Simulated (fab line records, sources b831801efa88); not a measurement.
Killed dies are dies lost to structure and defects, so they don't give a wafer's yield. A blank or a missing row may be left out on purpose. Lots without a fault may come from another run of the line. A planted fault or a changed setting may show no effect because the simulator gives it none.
Which tool did it? | flow sky130 | 12 lots, 36 wafers sampled, at 2 steps of a route of 708

WHAT THE GAUGES READ, wafer by wafer
SKY_FIELD_ISO_THK_MEAS_23.
lot  | measured    | on            | FIELD_ISO_OXIDATION_01_THK (nm)
L595 | day 2 08:08 | film_metro-04 | 9.83 9.95 9.82
L596 | day 2 17:54 | film_metro-01 | 9.64 9.58 9.64
L598 | day 3 05:59 | film_metro-01 | 10.15 10.20 10.05
L600 | day 3 14:17 | film_metro-01 | 10.22 10.09 9.93
L601 | day 3 15:24 | film_metro-04 | 10.14 10.46 10.19
L602 | day 4 01:38 | film_metro-04 | 10.29 10.09 10.19
L603 | day 4 04:24 | film_metro-01 | 9.88 9.94 10.03
L607 | day 4 23:17 | film_metro-04 | 10.25 10.26 10.17
L608 | day 5 04:36 | film_metro-04 | 10.26 10.14 10.17
L609 | day 5 07:26 | film_metro-04 | 10.06 10.08 10.02
L617 | day 7 10:10 | film_metro-01 | 10.02 10.00 10.03
L618 | day 7 10:10 | film_metro-04 | 9.76 10.17 9.97

SKY_NWELL_THK_MEAS_02.
lot  | measured    | on            | NWELL_OXIDATION_THK (nm)
L595 | day 3 00:56 | film_metro-03 | 9.53 9.47 9.60
L596 | day 3 08:15 | film_metro-01 | 10.08 10.10 10.04
L598 | day 3 12:07 | film_metro-03 | 10.22 9.92 10.14
L600 | day 3 18:20 | film_metro-03 | 10.25 10.00 10.23
L601 | day 3 21:53 | film_metro-01 | 9.84 9.77 9.89
L602 | day 4 06:14 | film_metro-01 | 10.23 10.14 10.10
L603 | day 4 10:29 | film_metro-02 | 9.86 9.89 9.92
L607 | day 5 04:56 | film_metro-03 | 9.86 9.83 9.92
L608 | day 5 08:46 | film_metro-02 | 9.89 9.79 10.02
L609 | day 5 13:01 | film_metro-03 | 10.05 10.11 10.01
L617 | day 7 22:22 | film_metro-03 | 10.16 10.09 9.99
L618 | day 7 22:22 | film_metro-02 | 9.81 9.78 9.63

WHICH TOOL RAN EACH LOT (tool, then ch and the chambers of the sampled wafers, then the start)
The record holds no process step before these readings.

WHAT THE TOOLS THEMSELVES READ (means of the sampled wafers that have a number; where no wafer has one, the mark that the record gives instead)
The record holds no such reading with a usual standard deviation.

THE ANSWER, worked out from the rows above alone
Rule: what is usual is taken from the lots themselves. Put in order of their means at a reading, lots are off if they are a third of the lots or fewer, leave a main group of 4 or more, and stand apart from it by a gap of 3 or more times the standard deviation of the main group's means; of several such gaps the widest counts. A main group whose means are all the same, to the digits that the tables above print for the reading, isn't used. A lot without any number at a reading at which 4 lots or more have one is off too. The other lots that the step has rows for count as sound. The gauges are gone through in route order, then the tools' own readings, and for those a lot's mean is taken as printed above. The first step at which some lot is off is used, and at that step the reading that is off furthest; a lot without a number counts as furthest.
No lot is off at any reading shown: from this, nothing can be told.

WHAT THE SIMULATOR HAD PUT IN
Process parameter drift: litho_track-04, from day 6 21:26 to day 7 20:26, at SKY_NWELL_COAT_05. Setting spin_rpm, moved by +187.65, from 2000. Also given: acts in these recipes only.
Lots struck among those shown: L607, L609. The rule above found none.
